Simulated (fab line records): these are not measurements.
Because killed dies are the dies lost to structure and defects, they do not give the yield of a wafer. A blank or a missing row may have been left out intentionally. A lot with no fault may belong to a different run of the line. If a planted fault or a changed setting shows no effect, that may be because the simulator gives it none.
Tool commonality check + flow sky130 + 13 lots, 37 wafers sampled

THE REASON FOR OPENING IT
At SKY_CAPM_RS_MEAS_03 the reading CAPM_TIN_RS is flagged on 1 of 13 lots. No-fault wafers: 6.95 ohm/sq, standard deviation 0.084.
Rule: a lot is flagged in two cases, either no wafer of it has a number, or all its wafers with numbers fall more than 4 standard deviations from that mean. The rest of the lots are taken to be sound.

| lot  | measured     | on            | CAPM_TIN_RS (ohm/sq), wafer by wafer | flag    |
|------|--------------|---------------|--------------------------------------|---------|
| L791 | day 37 00:53 | film-metro-01 | 6.91 7.07 7.07                       |         |
| L793 | day 37 08:13 | film-metro-01 | 6.89 6.88 6.93                       |         |
| L792 | day 37 10:24 | film-metro-02 | 6.85 6.88 7.01                       |         |
| L794 | day 37 13:53 | film-metro-02 | 6.98 7.00 6.99                       |         |
| L796 | day 38 00:10 | film-metro-03 | 6.84 7.09 6.89                       |         |
| L798 | day 38 13:54 | film-metro-03 | 6.94 6.88 7.00                       |         |
| L799 | day 38 19:01 | film-metro-01 | 7.38                                 | FLAGGED |
| L803 | day 40 01:44 | film-metro-01 | 6.97 7.03 6.99                       |         |
| L807 | day 41 05:56 | film-metro-01 | 7.00 6.95 6.94                       |         |
| L810 | day 41 22:29 | film-metro-03 | 6.97 6.85 6.95                       |         |
| L811 | day 42 09:01 | film-metro-02 | 6.98 7.08 7.11                       |         |
| L812 | day 42 16:00 | film-metro-01 | 7.02 6.96 6.92                       |         |
| L814 | day 43 00:08 | film-metro-02 | 6.99 7.10 7.07                       |         |
Average over the flagged lots: 7.38 ohm/sq; offset from the usual +0.43 ohm/sq, equal to +5 standard deviations.

WHICH TOOL EACH LOT WENT THROUGH
3 process steps preceding the reading are held in the record, out of 708 steps in the route. Every cell lists first the tool, next ch and the chambers used by the sampled wafers, and last the start.
| lot  | flag    | SKY_VIA2_ETCH_14                   | SKY_VIA2_ETCH_15                   | SKY_CAPM_SPUTTER_02          |
|------|---------|------------------------------------|------------------------------------|------------------------------|
| L791 |         | rie-diel-01 ch 0,1,3, day 36 23:07 | rie-diel-01 ch 0,1,3, day 36 23:10 | pvd-sputter-01, day 37 00:44 |
| L793 |         | rie-diel-03 ch 0,2,3, day 37 06:29 | rie-diel-03 ch 0,2,3, day 37 06:32 | pvd-sputter-02, day 37 08:06 |
| L792 |         | rie-diel-03 ch 0,1,3, day 37 08:41 | rie-diel-03 ch 0,1,3, day 37 08:44 | pvd-sputter-04, day 37 10:17 |
| L794 |         | rie-diel-04 ch 0,2, day 37 12:07   | rie-diel-04 ch 0,2, day 37 12:10   | pvd-sputter-04, day 37 13:44 |
| L796 |         | rie-diel-01 ch 0,1, day 37 22:25   | rie-diel-01 ch 0,1, day 37 22:28   | pvd-sputter-01, day 38 00:01 |
| L798 |         | rie-diel-03 ch 1,2, day 38 12:10   | rie-diel-03 ch 1,2, day 38 12:13   | pvd-sputter-02, day 38 13:46 |
| L799 | FLAGGED | rie-diel-03 ch 1, day 38 17:11     | rie-diel-03 ch 1, day 38 17:14     | pvd-sputter-01, day 38 18:52 |
| L803 |         | rie-diel-01 ch 0,2,3, day 40 00:01 | rie-diel-01 ch 0,2,3, day 40 00:04 | pvd-sputter-04, day 40 01:38 |
| L807 |         | rie-diel-03 ch 0,1, day 41 04:13   | rie-diel-03 ch 0,1, day 41 04:16   | pvd-sputter-02, day 41 05:49 |
| L810 |         | rie-diel-03 ch 0,1,2, day 41 20:20 | rie-diel-03 ch 0,1,2, day 41 20:23 | pvd-sputter-04, day 41 22:21 |
| L811 |         | rie-diel-03 ch 0,2,3, day 42 07:16 | rie-diel-03 ch 0,2,3, day 42 07:19 | pvd-sputter-04, day 42 08:53 |
| L812 |         | rie-diel-04 ch 2,3, day 42 14:16   | rie-diel-04 ch 2,3, day 42 14:19   | pvd-sputter-02, day 42 15:52 |
| L814 |         | rie-diel-01 ch 0,3, day 42 22:25   | rie-diel-01 ch 0,3, day 42 22:28   | pvd-sputter-04, day 43 00:02 |
What these steps do:
- SKY_VIA2_ETCH_14: etches BARC in N2/H2, stops on SiO2, time 45.9 s, target depth 60 nm.
- SKY_VIA2_ETCH_15: etches SiO2 in C4F8/O2/Ar, stops on TiN, target depth 546 nm, time 84 s.
- SKY_CAPM_SPUTTER_02: material TiN, target thk 200 nm, time 166.7 s.
- SKY_CAPM_RS_MEAS_03: measures by four-point-probe.

FLAGGED OVER TOTAL, TOOL BY TOOL (the gauges that took the reading come last)
| step                | tool           | lots run | flagged | share of the flagged lots | sound lots run after its first flagged lot |
|---------------------|----------------|----------|---------|---------------------------|--------------------------------------------|
| SKY_VIA2_ETCH_14    | rie-diel-01    | 4        | 0       | none                      | -                                          |
| SKY_VIA2_ETCH_14    | rie-diel-03    | 7        | 1       | all                       | 3 (L807,L810,L811)                         |
| SKY_VIA2_ETCH_14    | rie-diel-04    | 2        | 0       | none                      | -                                          |
| SKY_VIA2_ETCH_15    | rie-diel-01    | 4        | 0       | none                      | -                                          |
| SKY_VIA2_ETCH_15    | rie-diel-03    | 7        | 1       | all                       | 3 (L807,L810,L811)                         |
| SKY_VIA2_ETCH_15    | rie-diel-04    | 2        | 0       | none                      | -                                          |
| SKY_CAPM_SPUTTER_02 | pvd-sputter-01 | 3        | 1       | all                       | 0                                          |
| SKY_CAPM_SPUTTER_02 | pvd-sputter-02 | 4        | 0       | none                      | -                                          |
| SKY_CAPM_SPUTTER_02 | pvd-sputter-04 | 6        | 0       | none                      | -                                          |
| SKY_CAPM_RS_MEAS_03 | film-metro-01  | 6        | 1       | all                       | 3 (L803,L807,L812)                         |
| SKY_CAPM_RS_MEAS_03 | film-metro-02  | 4        | 0       | none                      | -                                          |
| SKY_CAPM_RS_MEAS_03 | film-metro-03  | 3        | 0       | none                      | -                                          |

WHAT IS ALLOWED BY THE TABLE
4 rows of the table ran every flagged lot: rie-diel-03 at SKY_VIA2_ETCH_14, rie-diel-03 at SKY_VIA2_ETCH_15, pvd-sputter-01 at SKY_CAPM_SPUTTER_02, film-metro-01 at SKY_CAPM_RS_MEAS_03.
- rie-diel-03 at SKY_VIA2_ETCH_14 ran 7 lots, 1 of them flagged. Sound lots ran on it after the first flagged one (L807, L810, L811), which a lasting fault on the whole tool wouldn't allow.
- rie-diel-03 at SKY_VIA2_ETCH_15 ran 7 lots, 1 of them flagged. Sound lots ran on it after the first flagged one (L807, L810, L811), which a lasting fault on the whole tool wouldn't allow.
- pvd-sputter-01 at SKY_CAPM_SPUTTER_02 ran 3 lots, 1 of them flagged. Its last sound lot is L796 (day 38 00:01), its first flagged lot L799 (day 38 18:52): a fault that began between those two fits. Its own readings lie more than 4 standard deviations out on every wafer of the flagged lots: cathode-dc-power-W.
- film-metro-01 at SKY_CAPM_RS_MEAS_03 ran 6 lots, 1 of them flagged. Sound lots ran on it after the first flagged one (L803, L807, L812), which a lasting fault on the whole tool wouldn't allow.
What remains is a single tool, pvd-sputter-01 at SKY_CAPM_SPUTTER_02.

WHAT THE SIMULATOR HAD PUT IN
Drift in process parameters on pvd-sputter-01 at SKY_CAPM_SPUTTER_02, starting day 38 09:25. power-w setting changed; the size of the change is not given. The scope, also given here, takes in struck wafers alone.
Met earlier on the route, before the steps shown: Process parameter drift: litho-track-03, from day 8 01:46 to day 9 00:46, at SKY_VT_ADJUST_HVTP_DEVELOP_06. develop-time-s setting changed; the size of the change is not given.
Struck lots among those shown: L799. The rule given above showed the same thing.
